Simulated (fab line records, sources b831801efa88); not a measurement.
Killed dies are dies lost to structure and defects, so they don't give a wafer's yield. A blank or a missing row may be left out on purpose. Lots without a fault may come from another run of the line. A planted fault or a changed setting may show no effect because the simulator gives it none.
fab line records | flow gf180mcu
record lots=24 wafers=72 last_day=34
route steps=602 shown V1@336 V3@451 V4@498 MIM@506 M5@535 V5@566
lots that met no fault: from a run of the same line without faults
start_h: hours from the record's first day to the start of the lot's first wafer shown | wait_h: hours since the lot's step before | " the same as in the row above | L1.1+2: a row that stands for several wafers | - no value, or no start given | * or withheld: withheld | < > ~ a bound
route shown NAME@n: a module of which the file shows steps, and the number in the route of the first | usual: mean/standard deviation of fault-free wafers | same: alike in all rows | chamber/n: place in a boat | sites: the reading at each site | _std_site: their standard deviation | _edge_site: outer sites' mean less inner sites' | radius_mm: how far each site lies from the wafer's centre | mask NAME#n: copy n | behind: the tool/chamber that last shaped the wafer | hold: why the lot was held/for how many hours/how that ended | device: the transistor (n, p or np) that didn't switch | end of line: the same wafers' tests at the end of the route | a step without rows: its recipe alone | killed: dies lost to structure and defects at the first sort, not the wafer's yield | map: a wafer's dies, x killed, . not, _ none there
set.NAME: the setting as run; set.NAME@STEP: as run at that earlier step | model.NAME: the simulator's own value behind a step, which no gauge read
steps of the route over a sample of lots; a table a step, a row a wafer
services: from which hour (start_h, from the record's first day; less than 0 if before it) a tool's chamber was out of use, for how many hours, and why
## steps
# step GF_V1_THK_MEAS_01
# recipe reads=SiO2_of_V1_CVD_00
# usual V1_CVD_00_THK=599/7.4
# columns lot.wafer tool chamber start_h wait_h V1_CVD_00_THK[nm]
L074.1 film_metro-04 - 391.67 0.0 602
L074.3 " - " " 600
L074.5 " - " " 595
L075.1 film_metro-04 - 392.42 0.0 593
L075.2 " - " " 595
L075.3 " - " " 599
L076.1 film_metro-04 - 406.81 0.0 613
L076.5 " - " " 609
L076.6 " - " " 607
L077.1 film_metro-02 - 413.02 0.0 594
L077.3 " - " " 597
L077.4 " - " " 587
L078.1 film_metro-02 - 425.61 0.0 602
L078.2 " - " " 583
L078.5 " - " " 593
L079.1 film_metro-02 - 433.20 0.0 603
L079.3 " - " " 602
L079.4 " - " " 597
L080.3 film_metro-04 - 450.22 0.1 603
L080.5 " - " " 603
L080.6 " - " " 599
L081.3 film_metro-02 - 456.76 0.1 597
L081.5 " - " " 592
L081.6 " - " " 595
L082.1 film_metro-01 - 466.79 0.0 597
L082.2 " - " " 593
L082.4 " - " " 592
L083.3 film_metro-04 - 473.51 0.1 591
L083.4 " - " " 586
L083.6 " - " " 589
L084.2 film_metro-04 - 477.90 0.0 602
L084.4 " - " " 603
L084.5 " - " " 599
L085.2 film_metro-04 - 486.56 0.0 596
L085.3 " - " " 599
L085.6 " - " " 590
L086.2 film_metro-01 - 501.97 0.0 604
L086.4 " - " " 601
L086.6 " - " " 595
L087.1 film_metro-01 - 507.95 0.0 598
L087.2 " - " " 594
L087.4 " - " " 607
L088.1 film_metro-01 - 513.55 0.0 594
L088.2 " - " " 592
L088.4 " - " " 588
L089.3 film_metro-04 - 522.52 0.1 603
L089.4 " - " " 589
L089.6 " - " " 606
L090.1 film_metro-01 - 529.73 0.0 603
L090.5 " - " " 600
L090.6 " - " " 603
L091.1 film_metro-04 - 535.82 0.0 612
L091.5 " - " " 610
L091.6 " - " " 611
L092.1 film_metro-01 - 541.29 0.0 593
L092.2 " - " " 593
L092.3 " - " " 594
L093.2 film_metro-02 - 558.57 0.0 599
L093.3 " - " " 599
L093.6 " - " " 601
L094.1 film_metro-04 - 560.87 0.0 595
L094.2 " - " " 597
L094.4 " - " " 596
L095.3 film_metro-04 - 568.17 0.1 615
L095.4 " - " " 617
L095.6 " - " " 616
L096.3 film_metro-01 - 579.05 0.1 615
L096.4 " - " " 614
L096.5 " - " " 613
L097.1 film_metro-02 - 585.85 0.0 606
L097.5 " - " " 601
L097.6 " - " " 614
# step GF_V3_SPUTTER_22
# recipe material=TiN target_thk_nm=10 chamber_pressure_pa=5 power_w=4000 time_s=40
# usual throttle_valve_pct=29.9/0.81
# columns lot.wafer tool chamber start_h wait_h throttle_valve_pct
L074.1 pvd_sputter-02 - 519.13 0.0 29.9
L074.3 " - " " 30.9
L074.5 " - " " 29.0
L075.1 pvd_sputter-01 - 519.44 0.0 29.9
L075.2 " - " " 28.8
L075.3 " - " " 28.9
L076.1 pvd_sputter-03 - 535.22 0.0 31.4
L076.5 " - " " 30.9
L076.6 " - " " 29.9
L077.1 pvd_sputter-01 - 538.73 0.0 29.9
L077.3 " - " " 28.5
L077.4 " - " " 29.3
L078.1 pvd_sputter-01 - 550.61 0.0 29.7
L078.2 " - " " 31.0
L078.5 " - " " 28.9
L079.1 pvd_sputter-01 - 559.63 0.0 28.7
L079.3 " - " " 30.1
L079.4 " - " " 28.9
L080.3 pvd_sputter-02 - 573.40 0.0 30.5
L080.5 " - " " 30.1
L080.6 " - " " 29.1
L081.3 pvd_sputter-03 - 580.27 0.0 31.2
L081.5 " - " " 30.0
L081.6 " - " " 29.0
L082.1 pvd_sputter-01 - 589.42 0.0 29.7
L082.2 " - " " 28.6
L082.4 " - " " 28.7
L083.3 pvd_sputter-02 - 594.40 0.0 29.8
L083.4 " - " " 30.7
L083.6 " - " " 29.2
L084.2 pvd_sputter-02 - 599.43 0.0 30.2
L084.4 " - " " 30.5
L084.5 " - " " 30.0
L085.2 pvd_sputter-01 - 605.79 0.0 30.9
L085.3 " - " " 29.1
L085.6 " - " " 28.6
L086.2 pvd_sputter-01 - 620.43 0.0 28.8
L086.4 " - " " 28.8
L086.6 " - " " 28.5
L087.1 pvd_sputter-02 - 625.94 0.0 29.1
L087.2 " - " " 30.3
L087.4 " - " " 29.9
L088.1 pvd_sputter-03 - 629.95 0.0 30.9
L088.2 " - " " 31.1
L088.4 " - " " 29.8
L089.3 pvd_sputter-02 - 638.15 0.0 30.5
L089.4 " - " " 30.4
L089.6 " - " " 29.2
L090.1 pvd_sputter-01 - 643.77 0.0 28.6
L090.5 " - " " 29.8
L090.6 " - " " 29.0
L091.1 pvd_sputter-02 - 650.46 0.0 30.9
L091.5 " - " " 30.8
L091.6 " - " " 30.4
L092.1 pvd_sputter-03 - 654.33 0.0 31.3
L092.2 " - " " 31.0
L092.3 " - " " 30.1
L093.2 pvd_sputter-02 - 669.68 0.0 30.5
L093.3 " - " " 30.5
L093.6 " - " " 30.6
L094.1 pvd_sputter-02 - 672.85 0.0 30.5
L094.2 " - " " 29.9
L094.4 " - " " 29.0
L095.3 pvd_sputter-02 - 677.95 0.0 30.6
L095.4 " - " " 29.8
L095.6 " - " " 29.9
L096.3 pvd_sputter-02 - 686.98 0.0 30.4
L096.4 " - " " 29.0
L096.5 " - " " 29.9
L097.1 pvd_sputter-02 - 696.81 0.0 29.8
L097.5 " - " " 28.7
L097.6 " - " " 29.9
# step GF_V4_SPUTTER_22
# recipe material=TiN target_thk_nm=10 chamber_pressure_pa=5 power_w=4094 time_s=40
# usual throttle_valve_pct=29.8/0.86
# columns lot.wafer tool chamber start_h wait_h throttle_valve_pct
L074.1 pvd_sputter-02 - 567.36 0.0 30.2
L074.3 " - " " 30.7
L074.5 " - " " 29.1
L075.1 pvd_sputter-04 - 567.86 0.0 31.1
L075.2 " - " " 30.5
L075.3 " - " " 28.6
L076.1 pvd_sputter-02 - 582.70 0.0 30.5
L076.5 " - " " 29.8
L076.6 " - " " 30.5
L077.1 pvd_sputter-04 - 586.75 0.0 30.4
L077.3 " - " " 28.4
L077.4 " - " " 31.2
L078.1 pvd_sputter-01 - 598.09 0.0 28.6
L078.2 " - " " 31.2
L078.5 " - " " 28.7
L079.1 pvd_sputter-02 - 605.82 0.0 29.8
L079.3 " - " " 28.9
L079.4 " - " " 30.3
L080.3 pvd_sputter-01 - 618.50 0.0 28.7
L080.5 " - " " 29.6
L080.6 " - " " 29.2
L081.3 pvd_sputter-01 - 625.83 0.0 29.8
L081.5 " - " " 30.9
L081.6 " - " " 28.6
L082.1 pvd_sputter-02 - 634.63 0.0 30.4
L082.2 " - " " 30.0
L082.4 " - " " 29.0
L083.3 pvd_sputter-02 - 639.43 0.0 30.9
L083.4 " - " " 29.2
L083.6 " - " " 28.9
L084.2 pvd_sputter-02 - 644.83 0.0 30.3
L084.4 " - " " 30.3
L084.5 " - " " 30.4
L085.2 pvd_sputter-04 - 650.13 0.0 29.5
L085.3 " - " " 28.7
L085.6 " - " " 28.5
L086.2 pvd_sputter-01 - 664.00 0.0 28.8
L086.4 " - " " 28.7
L086.6 " - " " 31.1
L087.1 pvd_sputter-01 - 668.25 0.0 29.8
L087.2 " - " " 29.0
L087.4 " - " " 28.6
L088.1 pvd_sputter-01 - 673.28 0.0 30.0
L088.2 " - " " 29.0
L088.4 " - " " 31.0
L089.3 pvd_sputter-01 - 679.50 0.0 29.7
L089.4 " - " " 29.7
L089.6 " - " " 29.0
L090.1 pvd_sputter-04 - 686.31 0.0 29.7
L090.5 " - " " 30.5
L090.6 " - " " 28.7
L091.1 pvd_sputter-01 - 692.52 0.0 29.2
L091.5 " - " " 28.8
L091.6 " - " " 28.7
L092.1 pvd_sputter-01 - 696.11 0.0 30.7
L092.2 " - " " 28.6
L092.3 " - " " 29.6
L093.2 pvd_sputter-01 - 710.41 0.0 30.9
L093.3 " - " " 28.6
L093.6 " - " " 31.1
L094.1 pvd_sputter-02 - 713.33 0.0 30.3
L094.2 " - " " 30.0
L094.4 " - " " 30.6
L095.3 pvd_sputter-02 - 718.53 0.0 30.4
L095.4 " - " " 30.0
L095.6 " - " " 30.4
L096.3 pvd_sputter-01 - 726.66 0.0 28.9
L096.4 " - " " 29.7
L096.5 " - " " 29.9
L097.1 pvd_sputter-02 - 735.63 0.0 30.6
L097.5 " - " " 28.9
L097.6 " - " " 29.7
# step GF_MIM_SPUTTER_03
# recipe material=Ti target_thk_nm=10 substrate_temp_c=300 chamber_pressure_pa=0.3 power_w=3000 time_s=6.7
# usual throttle_valve_pct=29.9/1
# columns lot.wafer tool chamber start_h wait_h throttle_valve_pct
L074.1 pvd_sputter-03 - 568.15 0.0 31.0
L074.3 " - " " 29.9
L074.5 " - " " 28.7
L075.1 pvd_sputter-04 - 568.65 0.0 31.1
L075.2 " - " " 28.7
L075.3 " - " " 29.8
L076.1 pvd_sputter-01 - 583.49 0.0 31.1
L076.5 " - " " 29.2
L076.6 " - " " 29.8
L077.1 pvd_sputter-03 - 587.55 0.0 28.9
L077.3 " - " " 31.2
L077.4 " - " " 30.0
L078.1 pvd_sputter-03 - 598.88 0.0 28.9
L078.2 " - " " 31.3
L078.5 " - " " 31.2
L079.1 pvd_sputter-01 - 606.88 0.0 28.5
L079.3 " - " " 28.7
L079.4 " - " " 30.9
L080.3 pvd_sputter-03 - 619.30 0.0 31.5
L080.5 " - " " 31.1
L080.6 " - " " 31.6
L081.3 pvd_sputter-01 - 626.64 0.0 29.6
L081.5 " - " " 28.7
L081.6 " - " " 29.0
L082.1 pvd_sputter-04 - 635.42 0.0 28.7
L082.2 " - " " 31.1
L082.4 " - " " 29.5
L083.3 pvd_sputter-04 - 640.22 0.0 28.7
L083.4 " - " " 28.9
L083.6 " - " " 31.4
L084.2 pvd_sputter-04 - 645.62 0.0 31.1
L084.4 " - " " 29.7
L084.5 " - " " 30.5
L085.2 pvd_sputter-04 - 650.92 0.0 31.1
L085.3 " - " " 28.8
L085.6 " - " " 28.6
L086.2 pvd_sputter-01 - 664.81 0.0 28.9
L086.4 " - " " 31.0
L086.6 " - " " 30.0
L087.1 pvd_sputter-04 - 669.05 0.0 29.6
L087.2 " - " " 28.4
L087.4 " - " " 30.8
L088.1 pvd_sputter-01 - 674.09 0.0 29.2
L088.2 " - " " 30.9
L088.4 " - " " 28.8
L089.3 pvd_sputter-03 - 680.30 0.0 31.3
L089.4 " - " " 30.2
L089.6 " - " " 31.3
L090.1 pvd_sputter-04 - 687.37 0.0 28.7
L090.5 " - " " 28.6
L090.6 " - " " 30.8
L091.1 pvd_sputter-03 - 693.31 0.0 31.3
L091.5 " - " " 30.1
L091.6 " - " " 31.2
L092.1 pvd_sputter-01 - 696.90 0.0 29.0
L092.2 " - " " 30.9
L092.3 " - " " 28.5
L093.2 pvd_sputter-03 - 711.32 0.0 31.2
L093.3 " - " " 28.7
L093.6 " - " " 29.1
L094.1 pvd_sputter-04 - 714.12 0.0 30.5
L094.2 " - " " 28.7
L094.4 " - " " 29.5
L095.3 pvd_sputter-04 - 719.32 0.0 30.6
L095.4 " - " " 31.1
L095.6 " - " " 30.6
L096.3 pvd_sputter-01 - 727.45 0.0 29.7
L096.4 " - " " 30.7
L096.5 " - " " 28.7
L097.1 pvd_sputter-04 - 736.42 0.0 29.9
L097.5 " - " " 29.7
L097.6 " - " " 30.8
# step GF_M5_ETCH_09
# recipe chemistry=CF4/O2 target=Si3N4 target_depth_nm=52 source_w=800 bias_w=150 pressure_mtorr=150 cf4_flow_sccm=80 O2_flow_sccm=10 time_s=11.6
# usual bias_w=150.0/0.45 cf4_flow_sccm=79.99/0.23 drypump_motor_current_A=5.9/0.49 oes_product_au=1.001/0.01 throttle_valve_pct=5.971/0.01
# columns lot.wafer tool chamber start_h wait_h bias_w cf4_flow_sccm drypump_motor_current_A oes_product_au rf_hours_counter_h throttle_valve_pct
L074.1 rie_diel-01 0 611.60 0.0 149.7 79.94 6.3 0.991 26 5.959
L074.3 " 2 " " 150.0 79.97 5.8 1.011 - 5.975
L074.5 " 0 " " 150.1 80.16 6.3 0.992 - 5.972
L075.1 rie_diel-02 2 612.60 0.0 150.1 79.77 4.8 1.008 3 5.979
L075.2 " 0 " " 150.1 80.33 6.0 1.003 11 5.958
L075.3 " 1 " " 150.6 80.10 6.0 0.999 64 5.937
L076.1 rie_diel-04 1 626.22 0.0 150.6 80.07 6.7 1.011 59 5.972
L076.5 " 0 " " 150.0 80.03 5.7 0.994 - 5.974
L076.6 " 1 " " 149.9 80.05 6.7 1.006 - 5.983
L077.1 rie_diel-04 1 629.42 0.0 149.5 79.88 6.7 1.025 59 5.977
L077.3 " 2 " " 150.4 80.15 6.3 0.985 6 5.968
L077.4 " 0 " " 150.2 80.06 5.7 1.008 6 5.970
L078.1 rie_diel-02 2 639.70 0.0 149.4 80.12 4.8 1.003 5 5.966
L078.2 " 0 " " 149.7 79.68 6.1 1.010 12 5.970
L078.5 " 0 " " 150.1 79.91 6.1 1.009 - 5.989
L079.1 rie_diel-02 3 647.67 0.0 150.0 80.15 6.1 1.008 25 5.955
L079.3 " 1 " " 150.4 80.29 6.0 0.992 65 5.950
L079.4 " 2 " " 150.0 80.51 4.8 1.005 5 5.964
L080.3 rie_diel-02 3 659.65 0.0 149.3 80.43 6.0 0.995 25 5.977
L080.5 " 2 " " 149.4 80.12 4.8 0.989 - 5.974
L080.6 " 1 " " 150.7 80.11 5.9 0.999 - 5.968
L081.3 rie_diel-02 2 666.87 0.0 150.2 79.75 4.8 1.011 6 5.957
L081.5 " 1 " " 150.2 79.72 6.0 1.004 - 5.968
L081.6 " 2 " " 149.5 79.92 4.8 1.008 - 5.966
L082.1 rie_diel-01 1 675.11 0.0 150.2 80.23 5.4 0.999 21 5.975
L082.2 " 3 " " 149.8 79.31 5.6 0.975 2 5.969
L082.4 " 0 " " 150.1 79.88 6.3 0.987 28 5.953
L083.3 rie_diel-01 3 679.16 0.0 149.7 80.20 5.6 1.001 2 5.973
L083.4 " 1 " " 150.6 80.24 5.4 1.012 21 5.993
L083.6 " 0 " " 149.6 80.36 6.3 0.998 - 5.976
L084.2 rie_diel-04 2 685.66 0.0 149.2 80.43 6.4 0.996 8 5.966
L084.4 " 2 " " 150.2 80.20 6.4 0.985 - 5.978
L084.5 " 0 " " 150.1 80.12 5.7 1.009 - 5.968
L085.2 rie_diel-04 0 689.57 0.0 150.3 79.74 5.7 0.999 9 5.977
L085.3 " 3 " " 149.9 79.72 6.1 1.016 16 5.990
L085.6 " 2 " " 150.2 80.34 6.3 0.991 - 5.959
L086.2 rie_diel-02 1 703.81 0.0 149.4 79.67 6.0 0.979 0 5.944
L086.4 " 2 " " 150.0 80.14 4.8 1.001 7 5.980
L086.6 " 1 " " 149.0 79.95 6.0 0.982 - 5.961
L087.1 rie_diel-01 3 707.95 0.0 150.4 79.88 5.6 0.994 3 5.965
L087.2 " 0 " " 150.3 79.72 6.3 1.001 29 5.966
L087.4 " 1 " " 150.7 79.89 5.4 1.009 - 5.972
L088.1 rie_diel-04 0 712.25 0.0 149.2 80.00 5.7 1.004 10 5.970
L088.2 " 3 " " 150.6 80.17 6.1 1.001 17 5.980
L088.4 " 2 " " 150.1 79.98 6.3 0.976 10 5.970
L089.3 rie_diel-01 0 717.20 0.0 150.2 79.59 6.3 0.993 29 5.966
L089.4 " 3 " " 150.4 79.95 5.6 0.993 4 5.969
L089.6 " 2 " " 150.2 79.89 5.8 1.001 - 5.971
L090.1 rie_diel-02 2 724.95 0.0 150.7 80.21 4.8 1.007 8 5.965
L090.5 " 1 " " 149.6 79.95 6.0 0.987 - 5.961
L090.6 " 2 " " 149.8 80.13 4.8 0.999 - 5.982
L091.1 rie_diel-04 2 730.00 0.0 149.6 79.87 6.4 0.987 10 5.967
L091.5 " 0 " " 149.7 80.05 5.7 1.005 - 5.961
L091.6 " 2 " " 149.5 79.80 6.3 0.992 - 5.960
L092.1 rie_diel-04 0 733.11 0.0 150.3 80.24 5.7 1.000 10 5.964
L092.2 " 3 " " 150.8 79.89 6.1 1.010 18 5.990
L092.3 " 2 " " 149.1 79.65 6.3 0.995 10 5.955
L093.2 rie_diel-04 2 747.81 0.0 150.1 79.83 6.4 0.989 11 5.954
L093.3 " 1 " " 149.3 79.55 6.7 1.006 1 5.988
L093.6 " 0 " " 149.2 79.96 5.7 0.998 - 5.987
L094.1 rie_diel-04 2 749.95 0.0 149.1 79.85 6.4 0.991 11 5.972
L094.2 " 3 " " 150.1 80.33 6.1 1.008 18 5.979
L094.4 " 0 " " 149.7 79.99 5.7 1.001 11 5.975
L095.3 rie_diel-04 0 753.91 0.0 150.0 79.82 5.7 1.010 11 5.982
L095.4 " 2 " " 150.1 80.17 6.4 0.988 11 5.962
L095.6 " 2 " " 149.8 80.09 6.4 0.998 - 5.961
L096.3 rie_diel-02 3 762.17 0.0 149.3 80.25 6.0 1.008 30 5.958
L096.4 " 2 " " 149.9 80.06 4.8 1.004 10 5.978
L096.5 " 0 " " 149.2 79.81 6.0 1.006 - 5.973
L097.1 rie_diel-04 0 769.62 0.0 149.5 80.21 5.7 1.003 12 5.969
L097.5 " 3 " " 149.6 80.27 6.1 1.015 - 5.975
L097.6 " 1 " " 149.9 79.95 6.7 1.006 - 5.970
# step GF_V5_CMP_26
# recipe stop_on=SiO2 down_force_psi=3.5 platen_rpm=60 t_overpolish_s=15 target_thk_nm=0 pad_velocity_m_s=0.94248
# usual motor_current_A=11.0/1.7 overpolish_run_s=14.999/0.0094 time_to_endpoint_s=87/3.5
# columns lot.wafer tool chamber start_h wait_h motor_current_A overpolish_run_s time_to_endpoint_s
L074.1 cmp-02 3 635.39 0.1 13.6 14.996 84
L074.3 " 0 " " 13.7 15.010 95
L074.5 " 2 " " 11.1 15.004 83
L075.2 cmp-02 3 636.31 0.0 13.3 14.982 87
L075.3 " 0 " " 14.1 15.000 87
L075.1 " 2 " " 11.1 14.997 82
L076.1 cmp-01 2 648.56 0.2 8.9 15.004 87
L076.5 " 3 " " 10.4 14.982 91
L076.6 " 0 " " 11.1 14.987 87
L077.3 cmp-01 2 652.04 0.0 9.0 14.999 86
L077.4 " 3 " " 10.3 15.000 91
L077.1 " 1 " " 9.4 14.997 91
L078.1 cmp-02 1 661.18 0.1 11.7 14.997 91
L078.2 " 0 " " 13.9 15.009 87
L078.5 " 2 " " 11.1 15.001 82
L079.3 cmp-01 1 670.06 0.0 9.7 14.997 89
L079.4 " 2 " " 8.6 15.012 84
L079.1 " 0 " " 10.9 15.001 88
L080.3 cmp-02 1 682.20 0.1 10.7 15.015 91
L080.6 " 0 " " 13.2 15.009 91
L080.5 " 1 " " 11.3 15.001 89
L081.3 cmp-02 0 688.37 0.0 13.7 14.986 92
L081.6 " 0 " " 14.8 15.009 85
L081.5 " 1 " " 10.6 15.010 91
L082.1 cmp-01 3 696.20 0.1 10.1 14.994 87
L082.2 " 1 " " 9.7 15.002 87
L082.4 " 2 " " 8.8 14.986 85
L083.4 cmp-02 1 700.34 0.1 11.0 15.001 94
L083.3 " 2 " " 11.2 14.993 86
L083.6 " 0 " " 13.9 14.978 94
L084.2 cmp-02 0 706.74 0.0 13.9 14.993 91
L084.4 " 1 " " 11.0 15.005 89
L084.5 " 1 " " 11.7 14.993 92
L085.2 cmp-01 3 710.55 0.0 10.3 14.999 88
L085.3 " 2 " " 8.8 14.994 86
L085.6 " 3 " " 10.0 14.981 86
L086.2 cmp-01 1 724.09 0.0 9.7 14.986 90
L086.4 " 2 " " 9.4 15.002 85
L086.6 " 1 " " 9.2 15.014 95
L087.2 cmp-02 1 729.12 0.1 11.7 15.004 92
L087.4 " 2 " " 11.0 15.004 84
L087.1 " 3 " " 15.2 15.007 83
L088.2 cmp-01 0 732.44 0.0 10.9 15.015 87
L088.1 " 1 " " 9.9 14.997 85
L088.4 " 3 " " 9.9 14.995 88
L089.4 cmp-02 0 737.86 0.0 14.0 14.996 86
L089.3 " 3 " " 14.0 15.011 80
L089.6 " 0 " " 13.7 14.988 86
L090.1 cmp-01 1 745.25 0.1 9.4 14.996 84
L090.6 " 1 " " 9.9 15.012 88
L090.5 " 2 " " 9.0 15.007 84
L091.1 cmp-01 2 749.75 0.1 9.0 14.994 88
L091.6 " 0 " " 10.4 14.992 86
L091.5 " 1 " " 9.6 15.002 89
L092.2 cmp-01 0 752.47 0.1 11.1 15.005 88
L092.3 " 1 " " 9.6 15.001 88
L092.1 " 2 " " 8.9 14.982 88
L093.3 cmp-01 3 766.40 0.1 10.4 15.010 85
L093.2 " 0 " " 11.0 15.026 84
L093.6 " 3 " " 10.7 15.014 88
L094.4 cmp-01 2 769.65 0.1 9.1 14.992 86
L094.2 " 3 " " 9.9 15.003 92
L094.1 " 0 " " 11.2 14.987 85
L095.3 cmp-01 0 772.19 0.0 11.4 14.998 89
L095.4 " 2 " " 9.0 14.987 80
L095.6 " 0 " " 10.9 14.996 85
L096.3 cmp-01 2 780.76 0.0 8.7 14.986 87
L096.4 " 0 " " 11.2 15.000 92
L096.5 " 3 " " 10.7 15.006 90
L097.1 cmp-01 0 788.15 0.1 10.8 14.987 88
L097.6 " 2 " " 9.1 15.014 84
L097.5 " 3 " " 10.2 14.996 92
## services
# columns tool chamber start_h hours kind
cmp-01 - 501.75 1.2 repair
rie_diel-04 1 531.61 5.4 repair
cmp-01 - 552.53 15.7 pm
cmp-01 - 572.26 4.0 pm
pvd_sputter-04 - 573.51 2.1 repair
rie_diel-04 - 578.94 14.6 pm
cmp-01 - 596.90 0.8 repair
rie_diel-04 0 598.15 14.9 repair
pvd_sputter-04 - 604.51 3.5 repair
cmp-01 - 606.01 4.8 repair
pvd_sputter-01 - 615.46 2.5 repair
cmp-01 - 616.58 1.8 repair
pvd_sputter-02 - 617.70 6.2 repair
cmp-01 - 652.76 1.1 repair
cmp-01 - 657.13 2.5 pm
cmp-01 - 671.46 4.4 repair
pvd_sputter-03 - 677.38 1.3 repair
cmp-01 - 691.32 4.5 repair
rie_diel-04 1 695.06 9.2 repair
rie_diel-04 - 722.45 2.5 repair
rie_diel-04 1 728.34 10.9 repair
cmp-01 - 739.06 3.3 repair
rie_diel-04 2 755.88 55.9 repair
cmp-01 - 782.89 2.0 repair
## key
fault none
